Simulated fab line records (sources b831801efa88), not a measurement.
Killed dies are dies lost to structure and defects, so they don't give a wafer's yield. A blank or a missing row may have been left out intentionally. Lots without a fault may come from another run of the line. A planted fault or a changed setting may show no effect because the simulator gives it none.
fab line records	flow sky130
[record] lots = 12	wafers = 36	last_day = 50
route steps=708 shown METAL2@501 VIA2@528 METAL5@663 PAD_OPEN@708
lots that met no fault: from a run of the same line without faults
start_h: hours from the record's first day to the start of the lot's first wafer shown	wait_h: how many hours have passed since the lot's step before this one	" the same as in the row above	L1.1+2: a row that stands for several wafers	- no value, or no start was given	* or withheld: withheld	< > ~ a bound
route shown NAME@n: a module of which the file shows steps, and the number in the route of the first	usual: the fault-free wafers' mean and standard deviation	same: alike in all rows	chamber/n: place in a boat	sites: the reading at each site	_std_site: their standard deviation	_edge_site: mean of outer sites minus mean of inner sites	radius_mm: how far each site lies from the wafer's centre	mask NAME#n: copy n	behind: tool/chamber where the wafer was last shaped	hold: what put the lot on hold/how long, in hours/how the hold closed	device: which transistor (n, p or np) failed to switch	end of line: tests run on the same wafers once the route is complete	where a step has no rows: the recipe by itself	killed: not the wafer's yield, but the dies lost to structure and defects at the first sort	map: shows each die of a wafer: x if killed, . if not, _ if none is there
set.NAME: setting as actually run; set.NAME@STEP: the setting as run at that earlier step	model.NAME: the simulator's own value behind a step, which no gauge read
a sample of lots followed through the steps of the route, with each step as a table and each wafer as a row
services: the hour from which a tool's chamber was out of use, counted from the record's first day as start_h (under 0 if before that day), plus the number of hours and why
[[steps]]
[step SKY_METAL2_ETCH_18]
[recipe] chemistry = N2/H2	target = BARC	ion_energy_ev = 200	bias_w = 100	pressure_mtorr = 30	n2_flow_sccm = 100	h2_flow_sccm = 200	icp_w = 500	stop_on = SiO2	time_s = 45.9	target_depth_a = 600
[usual] drypump_motor_current_A = 5.71/0.2	oes_product_au = 0.855/0.0048	throttle_valve_pct = 13.226/0.0092
lot.wafer	tool	chamber	start_h	wait_h	drypump_motor_current_A	oes_product_au	rf_hours_counter_h	throttle_valve_pct
L492.2	rie_metal-03	1	835.24	0.1	5.87	0.859	-	13.211
L492.3	"	1	"	"	5.90	0.851	-	13.220
L492.6	"	1	"	"	5.89	0.857	-	13.228
L493.1	rie_metal-04	1	853.40	0.0	5.84	0.853	17	13.218
L493.2	"	0	"	"	5.43	0.857	10	13.237
L493.4	"	1	"	"	5.80	0.860	-	13.222
L495.2	rie_metal-02	0	857.50	0.0	5.70	0.857	0	13.222
L495.4	"	1	"	"	5.68	0.852	-	13.224
L495.5	"	0	"	"	5.68	0.854	-	13.228
L497.2	rie_metal-02	0	869.64	0.1	5.71	0.862	-	13.238
L497.5	"	0	"	"	5.69	0.860	-	13.228
L497.6	"	0	"	"	5.70	0.849	-	13.224
L498.1	rie_metal-04	0	871.98	0.1	5.41	0.847	12	13.234
L498.3	"	0	"	"	5.44	0.852	-	13.212
L498.4	"	0	"	"	5.43	0.858	-	13.240
L502.4	rie_metal-04	1	896.12	0.0	5.83	0.860	-	13.217
L502.5	"	0	"	"	5.44	0.850	-	13.219
L502.6	"	1	"	"	5.79	0.856	-	13.238
L504.2	rie_metal-02	1	915.29	0.0	5.69	0.861	1	13.240
L504.4	"	0	"	"	5.72	0.857	-	13.217
L504.6	"	1	"	"	5.66	0.861	-	13.226
L506.2	rie_metal-03	1	930.34	0.0	5.85	0.858	6	13.237
L506.5	"	1	"	"	5.87	0.852	-	13.214
L506.6	"	0	"	"	6.02	0.860	-	13.225
L510.1	rie_metal-02	0	954.21	0.0	5.72	0.855	5	13.244
L510.2	"	1	"	"	5.62	0.856	3	13.213
L510.5	"	1	"	"	5.65	0.857	-	13.222
L511.1	rie_metal-04	0	960.25	0.0	5.42	0.848	16	13.234
L511.3	"	0	"	"	5.41	0.853	-	13.210
L511.4	"	1	"	"	5.83	0.849	-	13.238
L514.2	rie_metal-03	1	974.80	0.0	5.89	0.855	9	13.229
L514.3	"	1	"	"	5.85	0.845	-	13.220
L514.5	"	0	"	"	5.98	0.860	-	13.221
L515.1	rie_metal-04	1	977.19	0.0	5.83	0.866	5	13.214
L515.3	"	0	"	"	5.43	0.858	-	13.233
L515.6	"	1	"	"	5.84	0.848	-	13.236
[step SKY_METAL2_STRIP_20]
[recipe] chemistry = O2/N2	power_w = 1400	pressure_mtorr = 1500	platen_temp_c = withheld	o2_flow_sccm = 3000	n2_flow_sccm = 300	overash_fraction = 0.5
[usual] drypump_motor_current_A = 5.8/0.31	oes_product_au = 0.346/0.0052	strip_time_to_endpoint_s = 2.76/0.04
lot.wafer	tool	chamber	start_h	wait_h	drypump_motor_current_A	oes_product_au	rf_hours_counter_h	strip_time_to_endpoint_s
L492.2	plasma_asher-03	1	835.52	0.1	5.4	0.343	68	2.75
L492.3	"	0	"	"	5.3	0.344	-	2.73
L492.6	"	0	"	"	5.3	0.358	-	2.75
L493.1	plasma_asher-01	0	853.55	0.1	6.1	0.338	107	2.72
L493.2	"	1	"	"	5.6	0.347	107	2.78
L493.4	"	0	"	"	6.1	0.331	-	2.72
L495.2	plasma_asher-01	1	857.65	0.1	5.6	0.333	107	2.72
L495.4	"	1	"	"	5.6	0.345	-	2.66
L495.5	"	0	"	"	6.2	0.351	-	2.78
L497.2	plasma_asher-01	1	869.92	0.1	5.6	0.345	109	2.77
L497.5	"	0	"	"	6.2	0.345	-	2.78
L497.6	"	1	"	"	5.6	0.351	-	2.78
L498.1	plasma_asher-01	0	872.29	0.1	6.2	0.354	109	2.80
L498.3	"	0	"	"	6.2	0.350	-	2.78
L498.4	"	1	"	"	5.6	0.348	-	2.80
L502.4	plasma_asher-02	0	896.29	0.1	5.8	0.349	-	2.76
L502.5	"	1	"	"	6.1	0.354	-	2.78
L502.6	"	0	"	"	5.7	0.341	-	2.77
L504.2	plasma_asher-02	1	915.44	0.1	6.1	0.344	16	2.75
L504.4	"	1	"	"	6.1	0.344	-	2.77
L504.6	"	0	"	"	5.8	0.349	-	2.73
L506.2	plasma_asher-01	1	930.49	0.1	5.6	0.347	115	2.75
L506.5	"	0	"	"	6.1	0.340	-	2.74
L506.6	"	1	"	"	5.6	0.348	-	2.70
L510.1	plasma_asher-02	0	954.37	0.1	5.8	0.349	20	2.76
L510.2	"	1	"	"	6.1	0.342	20	2.71
L510.5	"	1	"	"	6.1	0.345	-	2.69
L511.1	plasma_asher-01	1	960.40	0.1	5.6	0.353	118	2.83
L511.3	"	1	"	"	5.6	0.361	-	2.82
L511.4	"	0	"	"	6.2	0.351	-	2.80
L514.2	plasma_asher-01	0	974.95	0.1	6.2	0.343	120	2.74
L514.3	"	0	"	"	6.2	0.350	-	2.74
L514.5	"	0	"	"	6.2	0.348	-	2.68
L515.1	plasma_asher-01	1	977.34	0.1	5.6	0.336	120	2.72
L515.3	"	1	"	"	5.6	0.345	-	2.83
L515.6	"	0	"	"	6.2	0.349	-	2.77
[step SKY_VIA2_CVD_21]
[recipe] material = W	target_thk_nm = 420	time_s = 126.4	temp_c = 400	pressure_torr = 40
[usual] heater_power_w = 842/59
lot.wafer	tool	chamber	start_h	wait_h	heater_power_w	since_wet_clean_h
L492.2	cvd_w-02	0	862.62	0.0	859	959
L492.3	"	1	"	"	837	-
L492.6	"	0	"	"	886	-
L493.1	cvd_w-02	0	881.74	0.0	903	978
L493.2	"	1	"	"	837	978
L493.4	"	1	"	"	838	-
L495.2	cvd_w-02	1	885.98	0.0	868	982
L495.4	"	1	"	"	853	-
L495.5	"	1	"	"	845	-
L497.2	cvd_w-01	1	897.33	0.0	928	493
L497.5	"	0	"	"	794	-
L497.6	"	1	"	"	912	-
L498.1	cvd_w-01	1	899.28	0.0	903	495
L498.3	"	0	"	"	772	-
L498.4	"	1	"	"	929	-
L502.4	cvd_w-02	0	922.58	0.1	854	-
L502.5	"	1	"	"	796	-
L502.6	"	0	"	"	832	-
L504.2	cvd_w-02	1	942.00	0.0	782	21
L504.4	"	0	"	"	836	-
L504.6	"	0	"	"	854	-
L506.2	cvd_w-02	0	957.32	0.0	848	36
L506.5	"	0	"	"	842	-
L506.6	"	1	"	"	773	-
L510.1	cvd_w-01	0	980.16	0.0	789	576
L510.2	"	1	"	"	921	576
L510.5	"	1	"	"	926	-
L511.1	cvd_w-01	0	986.34	0.0	774	582
L511.3	"	0	"	"	773	-
L511.4	"	1	"	"	925	-
L514.2	cvd_w-01	1	1001.09	0.0	917	597
L514.3	"	0	"	"	787	-
L514.5	"	1	"	"	923	-
L515.1	cvd_w-02	1	1003.24	0.0	784	82
L515.3	"	1	"	"	801	-
L515.6	"	1	"	"	795	-
[step SKY_METAL5_SPUTTER_02]
[recipe] material = AlCu	target_thk_nm = 1150	power_w = 10600	time_s = 61.2	chamber_pressure_pa = 0.4
[usual] throttle_valve_pct = 30.5/0.72
lot.wafer	tool	chamber	start_h	wait_h	throttle_valve_pct
L492.2	pvd_sputter-01	-	1016.13	0.0	29.6
L492.3	"	-	"	"	30.7
L492.6	"	-	"	"	31.6
L493.1	pvd_sputter-03	-	1033.67	0.0	31.4
L493.2	"	-	"	"	29.9
L493.4	"	-	"	"	29.6
L495.2	pvd_sputter-04	-	1037.97	0.0	30.5
L495.4	"	-	"	"	29.6
L495.5	"	-	"	"	30.3
L497.2	pvd_sputter-04	-	1048.19	0.0	29.3
L497.5	"	-	"	"	29.5
L497.6	"	-	"	"	30.0
L498.1	pvd_sputter-04	-	1051.02	0.0	31.5
L498.3	"	-	"	"	30.9
L498.4	"	-	"	"	29.6
L502.4	pvd_sputter-03	-	1073.95	0.0	30.9
L502.5	"	-	"	"	29.6
L502.6	"	-	"	"	30.8
L504.2	pvd_sputter-01	-	1088.26	0.0	29.5
L504.4	"	-	"	"	31.6
L504.6	"	-	"	"	29.8
L506.2	pvd_sputter-01	-	1101.27	0.0	31.5
L506.5	"	-	"	"	29.6
L506.6	"	-	"	"	30.3
L510.1	pvd_sputter-01	-	1120.33	0.0	30.7
L510.2	"	-	"	"	29.4
L510.5	"	-	"	"	30.5
L511.1	pvd_sputter-01	-	1126.69	0.0	30.7
L511.3	"	-	"	"	29.6
L511.4	"	-	"	"	31.8
L514.2	pvd_sputter-01	-	1138.71	0.0	31.7
L514.3	"	-	"	"	29.4
L514.5	"	-	"	"	29.6
L515.1	pvd_sputter-01	-	1141.18	0.0	30.6
L515.3	"	-	"	"	31.7
L515.6	"	-	"	"	30.6
[step SKY_PAD_OPEN_PROBE_99]
[usual] defect_limited_yield = 82.6/1.9	killed_at_M0_to_M3 = 43/7.1	killed_at_M4_up = 3.0/1.6	killed_at_contacts = 24/5.3	killed_at_front_end = 16/4.1	killed_at_other = 0.5/0.82	killed_dies = 86/9.4	killed_open = 46/6.9	killed_short = 39/6.5	sort_bin_3_pad_short = 0.9/0.45	sort_bin_5_function = 10.3/1.5	sort_bin_6_memory = 6.2/1.1	sort_n_pass = 406/9.4	sort_yield_pct = 82.6/1.9
[same] gross_dies = 492	killed_at_back_side = 0	sort_bin_4_leakage[%] = 0	sort_bin_8_speed[%] = 0
lot.wafer	tool	chamber	start_h	wait_h	hold	defect_limited_yield[%]	killed_at_M0_to_M3	killed_at_M4_up	killed_at_contacts	killed_at_front_end	killed_at_other	killed_dies	killed_open	killed_short	sort_bin_3_pad_short[%]	sort_bin_5_function[%]	sort_bin_6_memory[%]	sort_n_pass	sort_yield_pct[%]
L492.2	prober-01	-	1086.26	0.1	-	78.9	39	2	31	29	3	104	54	47	1.0	12.0	8.1	388	78.9
L492.3	prober-01	-	1086.31	0.2	-	81.1	36	4	30	21	2	93	59	33	0.2	10.6	8.1	399	81.1
L492.6	prober-01	-	1086.46	0.2	-	82.5	38	4	30	13	1	86	48	36	1.4	7.9	8.1	406	82.5
L493.1	prober-02	-	1100.82	0.1	-	82.5	40	3	32	11	0	86	47	39	1.2	9.3	6.9	406	82.5
L493.2	prober-02	-	1100.87	0.1	-	83.1	37	5	19	21	1	83	35	48	1.6	8.9	6.3	409	83.1
L493.4	prober-02	-	1100.97	0.2	-	86.8	28	4	17	16	0	65	34	31	0.4	7.7	5.1	427	86.8
L495.2	prober-01	-	1106.57	0.1	-	80.9	41	4	31	18	0	94	55	39	0.4	11.6	7.1	398	80.9
L495.4	prober-01	-	1106.67	0.2	-	84.8	36	2	23	14	0	75	40	35	1.4	7.9	5.9	417	84.8
L495.5	prober-01	-	1106.72	0.2	-	83.1	37	3	28	15	0	83	42	41	0.4	10.8	5.7	409	83.1
L497.2	prober-01	-	1114.81	0.1	await_dispo/1.1h/release	73.6	37	45	34	14	0	130	53	34	2.2	17.3	6.9	362	73.6
L497.5	prober-01	-	1114.96	0.2	await_dispo/1.1h/release	73.0	43	48	27	13	2	133	47	39	1.4	19.5	6.1	359	73.0
L497.6	prober-01	-	1115.01	0.2	await_dispo/1.1h/release	82.5	47	0	25	14	0	86	47	39	1.6	8.5	7.3	406	82.5
L498.1	prober-02	-	1118.23	0.1	await_dispo/2.8h/release	83.1	42	7	19	14	1	83	43	38	1.0	10.4	5.5	409	83.1
L498.3	prober-02	-	1118.33	0.2	await_dispo/2.8h/release	84.8	37	3	15	20	0	75	40	35	0.8	10.4	4.1	417	84.8
L498.4	prober-02	-	1118.38	0.2	await_dispo/2.8h/release	72.0	41	53	25	19	0	138	49	38	2.8	18.5	6.7	354	72.0
L502.4	prober-02	-	1139.11	0.2	-	82.9	47	4	14	19	0	84	50	34	0.4	11.8	4.9	408	82.9
L502.5	prober-02	-	1139.16	0.2	-	81.9	49	3	19	18	0	89	55	34	0.6	10.6	6.9	403	81.9
L502.6	prober-02	-	1139.21	0.2	-	83.3	50	1	16	15	0	82	48	34	0.6	9.8	6.3	410	83.3
L504.2	prober-02	-	1150.62	0.1	-	86.0	31	5	22	11	0	69	44	23	0.2	8.7	5.1	423	86.0
L504.4	prober-02	-	1150.72	0.2	-	83.7	43	1	22	14	0	80	37	42	0.8	11.2	4.3	412	83.7
L504.6	prober-02	-	1150.82	0.2	-	81.9	41	3	28	17	0	89	43	45	1.6	9.6	6.9	403	81.9
L506.2	prober-01	-	1162.34	0.1	-	80.1	51	2	32	13	0	98	50	48	0.2	11.4	8.3	394	80.1
L506.5	prober-01	-	1162.49	0.2	-	81.3	47	6	18	20	1	92	50	42	0.6	11.4	6.7	400	81.3
L506.6	prober-01	-	1162.54	0.2	-	77.4	60	0	23	28	0	111	57	54	1.6	13.0	7.9	381	77.4
L510.1	prober-02	-	1178.17	0.1	-	79.9	54	3	30	12	0	99	59	40	1.8	10.0	8.3	393	79.9
L510.2	prober-02	-	1178.22	0.1	-	82.9	37	7	29	11	0	84	51	32	1.2	9.1	6.7	408	82.9
L510.5	prober-02	-	1178.37	0.2	-	82.5	40	2	33	10	1	86	46	39	0.4	10.8	6.3	406	82.5
L511.1	prober-01	-	1183.32	0.1	-	80.3	40	6	31	19	1	97	45	52	1.0	11.6	7.1	395	80.3
L511.3	prober-01	-	1183.42	0.2	-	79.9	47	6	31	15	0	99	57	41	1.2	11.2	7.7	393	79.9
L511.4	prober-01	-	1183.47	0.2	-	83.7	38	4	18	16	4	80	39	41	0	11.0	5.3	412	83.7
L514.2	prober-02	-	1193.86	0.1	-	80.5	50	3	30	13	0	96	51	45	1.6	11.8	6.1	396	80.5
L514.3	prober-02	-	1193.91	0.2	-	81.3	42	3	27	20	0	92	49	43	0.6	11.4	6.7	400	81.3
L514.5	prober-02	-	1194.01	0.2	-	84.8	34	2	23	15	1	75	43	32	0.6	8.1	6.5	417	84.8
L515.1	prober-01	-	1196.14	0.1	-	82.7	38	6	22	18	1	85	42	40	0.8	9.8	6.7	407	82.7
L515.3	prober-01	-	1196.24	0.2	-	85.8	40	2	14	14	0	70	42	28	0.4	10.2	3.7	422	85.8
L515.6	prober-01	-	1196.39	0.2	-	82.5	42	7	24	13	0	86	50	35	0.8	9.3	7.3	406	82.5
// killed by level:class
L492.2 CONTACT:geometric_particle:open=11 POLY_GATE:geometric_particle:short=10 VIA1:geometric_particle:open=8 LI_CONTACT:geometric_particle:open=6 CONTACT:geometric_particle:short=6 VIA3:geometric_particle:open=6 FIELD_ISO:geometric_particle:short=5 POLY_GATE:geometric_particle:open=5
L492.3 CONTACT:geometric_particle:open=11 LI_CONTACT:geometric_particle:open=10 VIA3:geometric_particle:open=9 VIA2:geometric_particle:open=7 POLY_GATE:geometric_particle:short=5 POLY_GATE:geometric_particle:open=5 VIA1:geometric_particle:open=5 SPACER:geometric_particle:open=4
L492.6 CONTACT:geometric_particle:open=13 VIA1:geometric_particle:open=13 CONTACT:geometric_particle:short=7 LI_CONTACT:geometric_particle:open=6 VIA2:geometric_particle:open=5 METAL3:geometric_particle:short=4 VIA3:geometric_particle:open=4 FIELD_ISO:geometric_particle:open=3
L493.1 CONTACT:geometric_particle:open=10 VIA1:geometric_particle:open=10 VIA3:geometric_particle:open=10 CONTACT:geometric_particle:short=7 LI_CONTACT:geometric_particle:short=6 FIELD_ISO:geometric_particle:open=4 LI_CONTACT:geometric_particle:open=4 LOCAL_INTERCONNECT:geometric_particle:short=4
L493.2 METAL2:geometric_particle:short=8 VIA1:geometric_particle:open=7 CONTACT:geometric_particle:short=6 LI_CONTACT:geometric_particle:open=5 FIELD_ISO:geometric_particle:short=4 FIELD_ISO:geometric_particle:open=4 POLY_GATE:geometric_particle:open=4 POLY_GATE:geometric_particle:short=4
L493.4 LI_CONTACT:geometric_particle:open=6 POLY_GATE:geometric_particle:open=5 CONTACT:geometric_particle:open=5 VIA1:geometric_particle:short=5 FIELD_ISO:geometric_particle:short=4 FIELD_ISO:geometric_particle:open=4 VIA1:geometric_particle:open=4 VIA2:geometric_particle:short=4
L495.2 CONTACT:geometric_particle:open=12 LI_CONTACT:geometric_particle:open=9 VIA1:geometric_particle:open=8 VIA3:geometric_particle:open=8 VIA2:geometric_particle:open=6 VIA1:geometric_particle:short=5 POLY_GATE:geometric_particle:open=4 POLY_GATE:geometric_particle:short=4
L495.4 VIA3:geometric_particle:open=8 CONTACT:geometric_particle:open=7 VIA1:geometric_particle:open=7 CONTACT:geometric_particle:short=6 FIELD_ISO:geometric_particle:open=5 LI_CONTACT:geometric_particle:open=5 METAL1:geometric_particle:short=5 LOCAL_INTERCONNECT:geometric_particle:short=4
L495.5 CONTACT:geometric_particle:short=8 VIA1:geometric_particle:open=8 CONTACT:geometric_particle:open=7 FIELD_ISO:geometric_particle:open=6 METAL1:geometric_particle:short=6 LI_CONTACT:geometric_particle:open=5 METAL2:geometric_particle:short=5 FIELD_ISO:geometric_particle:short=4
L497.2 METAL5:unspecified=43 CONTACT:geometric_particle:open=13 LI_CONTACT:geometric_particle:open=11 VIA1:geometric_particle:open=8 VIA3:geometric_particle:open=5 VIA3:geometric_particle:short=5 LI_CONTACT:geometric_particle:short=4 LOCAL_INTERCONNECT:geometric_particle:short=4
L497.5 METAL5:unspecified=45 VIA1:geometric_particle:open=11 CONTACT:geometric_particle:open=10 CONTACT:geometric_particle:short=7 VIA1:geometric_particle:short=6 VIA3:geometric_particle:open=6 LI_CONTACT:geometric_particle:open=5 METAL2:geometric_particle:short=5
L497.6 VIA1:geometric_particle:open=11 CONTACT:geometric_particle:open=9 LI_CONTACT:geometric_particle:open=8 METAL1:geometric_particle:short=6 METAL2:geometric_particle:short=6 VIA2:geometric_particle:open=6 METAL3:geometric_particle:short=6 FIELD_ISO:geometric_particle:open=4
L498.1 VIA1:geometric_particle:open=16 CONTACT:geometric_particle:open=7 METAL4:geometric_particle:short=6 VIA3:geometric_particle:open=6 FIELD_ISO:geometric_particle:short=5 VIA1:geometric_particle:short=5 VIA2:geometric_particle:open=5 LI_CONTACT:geometric_particle:open=4
L498.3 CONTACT:geometric_particle:open=9 METAL1:geometric_particle:short=8 VIA1:geometric_particle:open=7 FIELD_ISO:geometric_particle:short=6 VIA3:geometric_particle:open=6 POLY_GATE:geometric_particle:open=5 FIELD_ISO:geometric_particle:open=4 VIA1:geometric_particle:short=4
L498.4 METAL5:unspecified=51 CONTACT:geometric_particle:open=11 VIA1:geometric_particle:open=9 VIA3:geometric_particle:open=7 LOCAL_INTERCONNECT:geometric_particle:short=6 VIA1:geometric_particle:short=6 METAL2:geometric_particle:short=6 FIELD_ISO:geometric_particle:open=5
L502.4 VIA1:geometric_particle:open=11 FIELD_ISO:geometric_particle:open=9 METAL1:geometric_particle:short=8 CONTACT:geometric_particle:open=7 POLY_GATE:geometric_particle:open=5 VIA1:geometric_particle:short=4 METAL2:geometric_particle:open=4 METAL1:geometric_particle:open=4
L502.5 VIA2:geometric_particle:open=9 VIA3:geometric_particle:open=8 METAL1:geometric_particle:short=7 VIA1:geometric_particle:open=7 LI_CONTACT:geometric_particle:open=6 CONTACT:geometric_particle:short=5 POLY_GATE:geometric_particle:open=5 VIA1:geometric_particle:short=5
L502.6 VIA2:geometric_particle:open=11 VIA1:geometric_particle:open=10 VIA3:geometric_particle:open=8 METAL2:geometric_particle:short=5 CONTACT:geometric_particle:open=5 LI_CONTACT:geometric_particle:short=4 LI_CONTACT:geometric_particle:open=4 VIA3:geometric_particle:short=4
L504.2 CONTACT:geometric_particle:open=13 VIA1:geometric_particle:open=11 LI_CONTACT:geometric_particle:open=5 VIA1:geometric_particle:short=5 FIELD_ISO:geometric_particle:open=4 METAL2:geometric_particle:short=4 POLY_GATE:geometric_particle:short=3 CONTACT:geometric_particle:short=2
L504.4 CONTACT:geometric_particle:open=10 METAL2:geometric_particle:short=9 VIA3:geometric_particle:open=7 VIA1:geometric_particle:open=7 LOCAL_INTERCONNECT:geometric_particle:short=6 VIA1:geometric_particle:short=5 VIA3:geometric_particle:short=5 FIELD_ISO:geometric_particle:open=4
L504.6 VIA1:geometric_particle:open=11 CONTACT:geometric_particle:open=7 FIELD_ISO:geometric_particle:open=6 LI_CONTACT:geometric_particle:open=6 CONTACT:geometric_particle:short=6 METAL1:geometric_particle:short=6 METAL2:geometric_particle:short=6 LI_CONTACT:geometric_particle:short=5
L506.2 CONTACT:geometric_particle:open=9 LI_CONTACT:geometric_particle:open=9 METAL1:geometric_particle:short=9 VIA3:geometric_particle:open=8 VIA1:geometric_particle:open=7 VIA2:geometric_particle:open=7 VIA1:geometric_particle:short=6 VIA3:geometric_particle:short=6
L506.5 VIA2:geometric_particle:open=10 CONTACT:geometric_particle:open=9 VIA1:geometric_particle:open=7 POLY_GATE:geometric_particle:short=6 METAL4:geometric_particle:short=6 VIA3:geometric_particle:open=6 VIA1:geometric_particle:short=5 FIELD_ISO:geometric_particle:short=4
L506.6 POLY_GATE:geometric_particle:open=9 VIA1:geometric_particle:open=9 VIA2:geometric_particle:open=9 METAL2:geometric_particle:short=8 VIA1:geometric_particle:short=7 CONTACT:geometric_particle:short=7 CONTACT:geometric_particle:open=7 POLY_GATE:geometric_particle:short=6
L510.1 CONTACT:geometric_particle:open=15 VIA1:geometric_particle:open=13 METAL2:geometric_particle:short=9 LI_CONTACT:geometric_particle:open=7 VIA2:geometric_particle:open=7 VIA3:geometric_particle:open=6 METAL3:geometric_particle:short=4 FIELD_ISO:geometric_particle:short=3
L510.2 VIA1:geometric_particle:open=11 CONTACT:geometric_particle:open=9 VIA2:geometric_particle:open=8 LI_CONTACT:geometric_particle:open=6 LOCAL_INTERCONNECT:geometric_particle:short=5 CONTACT:geometric_particle:short=5 METAL2:geometric_particle:short=4 VIA3:geometric_particle:open=4
L510.5 CONTACT:geometric_particle:open=15 VIA1:geometric_particle:open=11 LI_CONTACT:geometric_particle:open=8 METAL1:geometric_particle:short=7 METAL2:geometric_particle:short=5 VIA2:geometric_particle:open=5 POLY_GATE:geometric_particle:short=4 CONTACT:geometric_particle:short=4
L511.1 LI_CONTACT:geometric_particle:open=11 CONTACT:geometric_particle:short=7 VIA1:geometric_particle:open=7 METAL2:geometric_particle:short=7 VIA1:geometric_particle:short=6 VIA2:geometric_particle:open=6 POLY_GATE:geometric_particle:short=5 LI_CONTACT:geometric_particle:short=5
L511.3 LI_CONTACT:geometric_particle:open=11 CONTACT:geometric_particle:open=11 VIA1:geometric_particle:open=10 METAL1:geometric_particle:short=9 POLY_GATE:geometric_particle:short=6 METAL2:geometric_particle:short=6 VIA2:geometric_particle:open=6 VIA1:geometric_particle:short=4
L511.4 CONTACT:geometric_particle:open=13 VIA1:geometric_particle:open=10 FIELD_ISO:geometric_particle:short=6 VIA2:geometric_particle:short=5 VIA2:geometric_particle:open=5 METAL2:geometric_particle:short=4 POLY_GATE:geometric_particle:short=4 METAL1:geometric_particle:short=4
L514.2 CONTACT:geometric_particle:open=13 VIA1:geometric_particle:open=9 VIA2:geometric_particle:open=9 CONTACT:geometric_particle:short=7 VIA1:geometric_particle:short=6 VIA3:geometric_particle:short=6 VIA3:geometric_particle:open=6 LI_CONTACT:geometric_particle:open=5
L514.3 CONTACT:geometric_particle:open=13 FIELD_ISO:geometric_particle:open=8 VIA1:geometric_particle:open=8 VIA2:geometric_particle:short=7 VIA3:geometric_particle:open=7 METAL2:geometric_particle:short=6 FIELD_ISO:geometric_particle:short=5 LOCAL_INTERCONNECT:geometric_particle:short=5
L514.5 CONTACT:geometric_particle:open=8 VIA3:geometric_particle:open=7 CONTACT:geometric_particle:short=6 LI_CONTACT:geometric_particle:open=5 VIA2:geometric_particle:open=5 METAL1:geometric_particle:short=5 VIA1:geometric_particle:open=4 METAL2:geometric_particle:short=4
L515.1 VIA1:geometric_particle:open=15 VIA3:geometric_particle:open=9 METAL4:geometric_particle:short=6 LOCAL_INTERCONNECT:geometric_particle:short=5 FIELD_ISO:geometric_particle:short=4 FIELD_ISO:geometric_particle:open=4 POLY_GATE:geometric_particle:open=4 LI_CONTACT:geometric_particle:open=4
L515.3 VIA1:geometric_particle:open=11 CONTACT:geometric_particle:open=8 METAL2:geometric_particle:short=7 FIELD_ISO:geometric_particle:open=6 VIA3:geometric_particle:open=6 METAL1:geometric_particle:short=6 LI_CONTACT:geometric_particle:open=5 FIELD_ISO:geometric_particle:short=4
L515.6 VIA1:geometric_particle:open=12 CONTACT:geometric_particle:open=9 LI_CONTACT:geometric_particle:open=7 VIA3:geometric_particle:open=7 FIELD_ISO:geometric_particle:open=6 VIA1:geometric_particle:short=6 METAL4:geometric_particle:short=6 VIA2:geometric_particle:open=5
[[services]]
tool	chamber	start_h	hours	kind
rie_metal-03	0	829.62	1.5	repair
plasma_asher-02	-	869.41	5.4	repair
pvd_sputter-04	-	880.49	1.2	repair
plasma_asher-02	-	897.30	5.9	repair
cvd_w-02	-	900.54	6.9	pm
cvd_w-02	-	907.44	14.0	pm
cvd_w-01	-	939.65	28.1	pm
rie_metal-04	-	942.68	8.9	repair
rie_metal-02	1	946.45	3.9	repair
rie_metal-02	-	948.80	4.3	pm
rie_metal-02	0	962.05	2.9	repair
rie_metal-03	-	1008.49	0.6	repair
cvd_w-01	-	1038.93	6.0	pm
rie_metal-03	-	1047.00	14.6	pm
plasma_asher-01	-	1055.25	9.0	pm
plasma_asher-01	-	1057.18	1.2	repair
cvd_w-02	0	1058.14	11.7	repair
rie_metal-04	0	1063.94	3.7	repair
plasma_asher-01	-	1069.78	0.4	repair
cvd_w-01	0	1082.95	4.3	repair
rie_metal-03	-	1096.45	0.6	repair
pvd_sputter-04	-	1122.43	0.6	repair
pvd_sputter-01	-	1133.79	1.3	repair
rie_metal-02	-	1137.21	0.5	repair
[[key]]
[first_sign] step = SKY_PAD_OPEN_PROBE_99	reading = killed_at_M4_up	direction = up	sigmas = 28	usual = 3.0	struck = 48.7
[effect] step = SKY_PAD_OPEN_PROBE_99	reading = sort_bin_5_function	direction = up	sigmas = 5.6	usual = 10.3	struck = 18.4
met_at SKY_METAL5_SPUTTER_02
struck_lots L497,L498
struck_wafers L497.2,L497.5,L498.4
not_acting_at SKY_METAL2_ETCH_18,SKY_METAL2_STRIP_20,SKY_VIA2_CVD_21
onset_between 1037.97 1048.19
[fault] kind = chamber_particle_source	tool = pvd_sputter-04	chamber = -	onset_h = 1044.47	steps = SKY_METAL5_SPUTTER_02	rate_per_visit_cm2 = 0.53244	end_h = 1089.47	scope = struck_wafers_only
